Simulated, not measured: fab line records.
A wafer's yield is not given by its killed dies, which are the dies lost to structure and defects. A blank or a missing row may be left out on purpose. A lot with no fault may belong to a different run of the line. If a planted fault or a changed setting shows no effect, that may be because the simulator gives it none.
Chamber matching ; flow sky130 ; cmp-02 running SKY_VIA1_CMP_24: 4 sister chambers
The step polishes, stops on SiO2, t overpolish 15 s, target thk 0 nm. 8 wafers are shown with their chamber, then 10 later ones without.

## WAFERS WITH THEIR CHAMBER
wafer;chamber;motor current A (A);time to endpoint s (s)
L638.1;1;11.1;77
L644.6;2;11.1;70
L650.2;1;10.6;78
L652.2;0;10.1;59
L652.3;3;13.6;68
L652.6;0;10.0;62
L653.2;3;13.2;59
L653.3;2;11.8;66

## WAFERS WITH NO CHAMBER GIVEN
wafer;motor current A (A);time to endpoint s (s)
L653.4;10.6;73
L655.1;9.7;66
L655.2;10.8;74
L655.5;9.7;66
L658.2;11.9;69
L658.3;10.0;56
L658.6;13.5;63
L661.2;11.3;66
L661.3;12.4;61
L661.5;13.0;58

## WHICH CHAMBER EACH ONE RAN IN
wafer;from the rows above;in truth
L653.4;can't be placed: 1 or 2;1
L655.1;0;0
L655.2;can't be placed: 1 or 2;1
L655.5;0;0
L658.2;2;2
L658.3;0;0
L658.6;3;3
L661.2;2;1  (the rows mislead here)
L661.3;can't be placed: 3 or 2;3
L661.5;3;3
6 of 10 placed correctly. Can't be placed from these rows: 3 (the true chamber is among the candidates in 3). Placed wrongly: 1.
How it was worked out, from the rows above alone: a wafer's distance from a chamber is the root of the sum, over the readings, of the square of ((its reading less the chamber's mean) divided by the reading's scatter). If the next closest chamber is less than 2 further off than the closest, the wafer can't be placed; otherwise it belongs to the closest. Each chamber's mean is taken over the wafers shown for it. How the scatter is found: for the shown wafers, subtract from each reading the mean of its chamber, square and add these, divide the total by (wafers less chambers), then take the root.
